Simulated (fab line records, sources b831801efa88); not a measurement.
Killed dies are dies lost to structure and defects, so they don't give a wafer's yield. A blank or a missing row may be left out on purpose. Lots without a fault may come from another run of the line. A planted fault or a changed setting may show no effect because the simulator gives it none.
fab line records | flow gf180mcu
record lots=7 wafers=21 last_day=34
route steps=602 shown VT_IMPLANT@106
lots that met no fault: from a run of the same line without faults
start_h: hours from the record's first day to the start of the lot's first wafer shown | wait_h: hours since the lot's step before | " the same as in the row above | L1.1+2: a row that stands for several wafers | - no value, or no start given | * or withheld: withheld | < > ~ a bound
route shown NAME@n: a module of which the file shows steps, and the number in the route of the first | usual: mean/standard deviation of fault-free wafers | same: alike in all rows | chamber/n: place in a boat | sites: the reading at each site | _std_site: their standard deviation | _edge_site: outer sites' mean less inner sites' | radius_mm: how far each site lies from the wafer's centre | mask NAME#n: copy n | behind: the tool/chamber that last shaped the wafer | hold: why the lot was held/for how many hours/how that ended | device: the transistor (n, p or np) that didn't switch | end of line: the same wafers' tests at the end of the route | a step without rows: its recipe alone | killed: dies lost to structure and defects at the first sort, not the wafer's yield | map: a wafer's dies, x killed, . not, _ none there
set.NAME: the setting as run; set.NAME@STEP: as run at that earlier step | model.NAME: the simulator's own value behind a step, which no gauge read
lots at some steps of the route; a table a step, a row a wafer
services: from which hour (start_h, from the record's first day; less than 0 if before it) a tool's chamber was out of use, for how many hours, and why
## steps
# step GF_VT_IMPLANT_PEB_16
# recipe temp_c=withheld time_s=* resist=NOVOLAK
# step GF_VT_IMPLANT_DEVELOP_17
# recipe develop_time_s=60 dev_temp_c=23
# step GF_VT_IMPLANT_OVL_MEAS_18
# usual VT_IMPLANT_01_OVL=0.9/1.7
# columns lot.wafer tool chamber start_h wait_h VT_IMPLANT_01_OVL[nm]
L509.3 overlay-02 - 128.67 0.1 -1.3
L509.4 " - " " -2.4
L509.6 " - " " -2.0
L512.2 overlay-01 - 144.91 0.1 2.7
L512.4 " - " " 1.1
L512.5 " - " " 1.6
L520.2 overlay-02 - 199.11 0.1 -1.5
L520.4 " - " " -0.7
L520.6 " - " " 0.8
L521.3 overlay-01 - 202.92 0.1 1.0
L521.4 " - " " 2.5
L521.6 " - " " 1.5
L522.4 overlay-01 - 208.12 0.1 0.8
L522.5 " - " " 0.0
L522.6 " - " " 0.0
L528.3 overlay-02 - 246.12 0.1 1.5
L528.4 " - " " 1.3
L528.6 " - " " 2.5
L530.1 overlay-01 - 262.66 0.1 1.6
L530.4 " - " " 3.3
L530.6 " - " " 1.0
# step GF_VT_IMPLANT_IMPLANT_19
# recipe species=As energy_kev=100 dose_cm2=4.35e+12 tilt_deg=7
# step GF_VT_IMPLANT_STRIP_20
# recipe chemistry=O2/N2 power_w=1400 pressure_mtorr=1500 platen_temp_c=250 o2_flow_sccm=3000 n2_flow_sccm=300 overash_fraction=0.5
# usual drypump_motor_current_A=5.7/0.5 heater_power_w=304/27 oes_product_au=0.716/0.0042 strip_time_to_endpoint_s=12.64/0.039
# columns lot.wafer tool chamber start_h wait_h drypump_motor_current_A heater_power_w oes_product_au rf_hours_counter_h strip_time_to_endpoint_s
L509.3 plasma_asher-01 1 128.88 0.1 5.1 332 0.716 - 12.67
L509.4 " 0 " " 6.2 242 0.724 - 12.64
L509.6 " 0 " " 6.2 248 0.716 - 12.67
L512.2 plasma_asher-03 1 145.09 0.1 5.1 296 0.712 52 12.59
L512.4 " 0 " " 5.9 310 0.708 - 12.59
L512.5 " 1 " " 5.1 299 0.717 - 12.60
L520.2 plasma_asher-01 1 199.29 0.1 5.1 329 0.726 8 12.64
L520.4 " 1 " " 5.1 336 0.711 - 12.62
L520.6 " 1 " " 5.1 334 0.719 - 12.65
L521.3 plasma_asher-03 1 203.12 0.1 5.1 292 0.724 - 12.63
L521.4 " 0 " " 5.9 311 0.712 - 12.62
L521.6 " 1 " " 5.1 295 0.719 - 12.60
L522.4 plasma_asher-03 0 208.32 0.1 5.9 314 0.725 - 12.69
L522.5 " 1 " " 5.1 292 0.719 - 12.68
L522.6 " 0 " " 5.9 306 0.718 - 12.71
L528.3 plasma_asher-03 0 246.32 0.1 5.9 311 0.710 - 12.68
L528.4 " 1 " " 5.1 295 0.716 - 12.71
L528.6 " 0 " " 5.8 317 0.718 - 12.66
L530.1 plasma_asher-04 1 262.85 0.1 6.2 313 0.713 61 12.63
L530.4 " 1 " " 6.2 312 0.719 - 12.57
L530.6 " 0 " " 6.3 340 0.713 - 12.62
# step GF_VT_IMPLANT_TW_MEAS_21
# usual VT_IMPLANT_2_TW=1228/18
# columns lot.wafer tool chamber start_h wait_h VT_IMPLANT_2_TW
L509.3 film_metro-03 - 128.96 0.1 1236
L509.4 " - " " 1242
L509.6 " - " " 1240
L512.2 film_metro-04 - 145.20 0.1 1198
L512.4 " - " " 1200
L512.5 " - " " 1206
L520.2 film_metro-01 - 199.40 0.1 1218
L520.4 " - " " 1221
L520.6 " - " " 1213
L521.3 film_metro-01 - 203.21 0.1 1213
L521.4 " - " " 1214
L521.6 " - " " 1222
L522.4 film_metro-01 - 208.42 0.1 1215
L522.5 " - " " 1216
L522.6 " - " " 1221
L528.3 film_metro-03 - 246.41 0.1 1245
L528.4 " - " " 1250
L528.6 " - " " 1239
L530.1 film_metro-03 - 262.95 0.1 1253
L530.4 " - " " 1238
L530.6 " - " " 1246
# step GF_VT_IMPLANT_DEHYDRATE_22
# recipe temp_c=200 time_s=60
# step GF_VT_IMPLANT_HMDS_23
# recipe prime_time_s=60 prime_temp_c=120
# step GF_VT_IMPLANT_COAT_24
# recipe resist=NOVOLAK spin_rpm=3000 resist_thk_nm=1000
# step GF_VT_IMPLANT_SOFTBAKE_25
# recipe temp_c=90 time_s=60 resist=NOVOLAK
# step GF_VT_IMPLANT_EXPOSE_26
# recipe mask_id=LVPWELL_HV_AREA target_cd_nm=860 na=0.6 source_shape=conventional sigma_outer=0.6 dose_mj=140
# step GF_VT_IMPLANT_PEB_27
# recipe temp_c=withheld time_s=* resist=NOVOLAK
# step GF_VT_IMPLANT_DEVELOP_28
# recipe develop_time_s=60 dev_temp_c=23
# usual chill_plate_temp_C=23.00/0.11 develop_time_s=60/0
# columns lot.wafer tool chamber start_h wait_h chill_plate_temp_C develop_time_s
L509.3 litho_track-03 0 144.16 0.1 22.70 60
L509.4 " 0 " " 22.68 60
L509.6 " 0 " " 22.89 60
L512.2 litho_track-04 0 160.28 0.1 23.07 60
L512.4 " 0 " " 22.92 60
L512.5 " 0 " " 22.93 60
L520.2 litho_track-04 - 216.58 0.1 - -
L520.4 " - " " - -
L520.6 " - " " - -
L521.3 litho_track-04 - 220.91 0.1 - -
L521.4 " - " " - -
L521.6 " - " " - -
L522.4 litho_track-01 - 225.98 0.1 - -
L522.5 " - " " - -
L522.6 " - " " - -
L528.3 litho_track-03 0 264.76 0.1 23.11 60
L528.4 " 0 " " 23.12 60
L528.6 " 0 " " 23.09 60
L530.1 litho_track-01 0 281.85 0.1 23.19 60
L530.4 " 0 " " 23.03 60
L530.6 " 0 " " 22.95 60
# step GF_VT_IMPLANT_OVL_MEAS_29
# usual VT_IMPLANT_02_OVL=-0.3/1.6
# columns lot.wafer tool chamber start_h wait_h VT_IMPLANT_02_OVL[nm]
L509.3 overlay-01 - 144.27 0.1 -0.9
L509.4 " - " " 0.3
L509.6 " - " " 1.0
L512.2 overlay-02 - 160.41 0.1 -1.1
L512.4 " - " " 0.7
L512.5 " - " " 0.4
L520.2 overlay-01 - 216.71 0.1 -
L520.4 " - " " -
L520.6 " - " " -
L521.3 overlay-01 - 221.02 0.1 -
L521.4 " - " " -
L521.6 " - " " -
L522.4 overlay-02 - 226.07 0.1 -
L522.5 " - " " -
L522.6 " - " " -
L528.3 overlay-02 - 264.87 0.1 0.5
L528.4 " - " " -2.2
L528.6 " - " " 0.9
L530.1 overlay-02 - 282.00 0.1 -2.0
L530.4 " - " " -0.1
L530.6 " - " " -0.9
## services
# columns tool chamber start_h hours kind
plasma_asher-01 - 108.75 9.0 pm
plasma_asher-01 0 108.75 9.0 vent_cycle
plasma_asher-01 1 108.75 9.0 vent_cycle
plasma_asher-01 0 117.75 - clean
plasma_asher-01 1 117.75 - clean
plasma_asher-03 - 139.57 2.4 repair
plasma_asher-04 - 174.74 1.2 repair
## key
first_sign step=GF_VT_IMPLANT_DEVELOP_28 reading=tool_record direction=missing
effect none on later readings
met_at GF_VT_IMPLANT_DEVELOP_28
struck_wafers L520.2,L520.4,L520.6,L521.3,L521.4,L521.6,L522.4,L522.5,L522.6
later_rows_left_out L520.2,L520.4,L520.6,L521.3,L521.4,L521.6,L522.4,L522.5,L522.6
sort_left_out L520.2,L520.4,L520.6,L521.3,L521.4,L521.6,L522.4,L522.5,L522.6
tester_left_out L520,L521,L522
onset_between 160.28 216.58
fault kind=skipped_step_whole tool=litho_track-01,litho_track-04 chamber=- onset_h=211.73 steps=GF_VT_IMPLANT_DEVELOP_28 scope=struck_lots_only
# tester_left_out: of these lots the tester's yield and bins aren't shown, on N5 and GAA mostly nor the transistor test; their killed dies are dies lost to structure and defects alone, not to doping, threshold or leakage, so they don't give the yield
# sort_left_out: the simulated sort isn't trusted on such a fault, so these wafers' sort isn't shown, and their yield isn't known
# later_rows_left_out: the simulator's readings of these wafers behind a module that went badly wrong aren't trusted and aren't shown, but for the sort
